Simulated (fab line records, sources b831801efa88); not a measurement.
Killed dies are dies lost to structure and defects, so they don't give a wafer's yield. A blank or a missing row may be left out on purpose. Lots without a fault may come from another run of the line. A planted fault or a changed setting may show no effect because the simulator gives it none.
Chamber matching | flow sky130 | SKY_LI_CONTACT_CMP_24 on cmp-01: 4 sister chambers
The step polishes, stops on PSG, t overpolish 20 s, target thk 0 nm. 33 wafers are shown with their chamber, then 12 later ones without.

WAFERS WITH THEIR CHAMBER
wafer  | chamber | motor_current_A (A) | time_to_endpoint_s (s) | overpolish_run_s (s)
L074.2 | 0       | 10.7                | 100                    | 20.010
L074.3 | 1       | 10.5                | 94                     | 20.004
L074.4 | 3       | 13.4                | 101                    | 19.994
L075.1 | 2       | 10.8                | 98                     | 20.009
L075.4 | 1       | 10.8                | 93                     | 19.996
L075.5 | 1       | 11.0                | 95                     | 20.004
L076.2 | 0       | 11.5                | 94                     | 20.014
L076.3 | 2       | 10.6                | 101                    | 19.990
L076.6 | 3       | 13.9                | 94                     | 20.010
L077.1 | 2       | 11.1                | 98                     | 20.004
L077.4 | 0       | 11.5                | 100                    | 20.003
L077.5 | 1       | 10.6                | 92                     | 19.981
L080.3 | 1       | 10.6                | 90                     | 19.997
L080.5 | 0       | 11.2                | 93                     | 20.021
L080.6 | 3       | 13.9                | 91                     | 19.997
L081.1 | 0       | 11.5                | 95                     | 20.019
L081.3 | 2       | 11.1                | 96                     | 20.016
L081.5 | 0       | 12.0                | 96                     | 19.996
L086.1 | 0       | 11.7                | 98                     | 19.990
L086.3 | 2       | 11.0                | 106                    | 19.988
L086.6 | 0       | 11.2                | 95                     | 20.011
L087.1 | 2       | 10.9                | 103                    | 19.993
L087.2 | 3       | 13.6                | 100                    | 20.001
L087.5 | 2       | 11.1                | 105                    | 19.999
L088.2 | 1       | 10.4                | 97                     | 20.004
L088.5 | 0       | 11.1                | 98                     | 19.987
L088.6 | 3       | 13.6                | 99                     | 20.006
L090.1 | 1       | 11.1                | 101                    | 20.003
L090.2 | 3       | 13.6                | 105                    | 19.974
L090.5 | 3       | 14.9                | 104                    | 20.003
L092.1 | 3       | 13.5                | 99                     | 19.991
L092.3 | 0       | 11.2                | 102                    | 19.991
L092.6 | 2       | 11.0                | 97                     | 19.997

SIGNATURES (means of the wafers above)
reading            | chamber 0 | chamber 1 | chamber 2 | chamber 3 | scatter within a chamber
motor_current_A    | 11.360    | 10.714    | 10.950    | 13.800    | 0.342
time_to_endpoint_s | 97.10     | 94.57     | 100.50    | 99.12     | 3.78
overpolish_run_s   | 20.00420  | 19.99843  | 19.99950  | 19.99700  | 0.0108
Rule: a wafer's distance from a chamber is the root of the sum, over the readings, of the square of ((its reading less the chamber's mean) divided by the reading's scatter). The wafer belongs to the nearest chamber; if the next one is less than 2 further off, it can't be placed. The scatter: the root of (the sum of the squares of (reading less its chamber's mean) over the shown wafers, divided by (wafers less chambers)).

WAFERS WITHOUT THEIR CHAMBER
wafer  | motor_current_A (A) | time_to_endpoint_s (s) | overpolish_run_s (s)
L093.1 | 11.0                | 87                     | 19.994
L093.3 | 11.7                | 90                     | 19.995
L093.4 | 11.0                | 98                     | 19.998
L094.3 | 13.7                | 94                     | 19.998
L094.4 | 10.7                | 101                    | 20.004
L094.6 | 13.8                | 93                     | 20.014
L095.4 | 10.9                | 89                     | 20.000
L095.5 | 13.6                | 94                     | 20.012
L095.6 | 11.4                | 92                     | 20.000
L097.3 | 10.5                | 88                     | 19.996
L097.5 | 10.6                | 93                     | 20.001
L097.6 | 13.5                | 94                     | 19.990

WHICH CHAMBER EACH WENT THROUGH
wafer  | from the rows above          | in truth
L093.1 | can't be placed: 1 or 0 or 2 | 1
L093.3 | can't be placed: 0 or 1 or 2 | 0
L093.4 | can't be placed: 2 or 0 or 1 | 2
L094.3 | 3                            | 3
L094.4 | can't be placed: 2 or 1 or 0 | 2
L094.6 | 3                            | 3
L095.4 | can't be placed: 1 or 0 or 2 | 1
L095.5 | 3                            | 3
L095.6 | can't be placed: 0 or 1 or 2 | 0
L097.3 | can't be placed: 1 or 0 or 2 | 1
L097.5 | can't be placed: 1 or 2 or 0 | 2
L097.6 | 3                            | 3
Placed correctly: 4 of 12. Can't be placed from these rows: 8 (the true chamber is among the candidates in 8). Placed wrongly: 0.
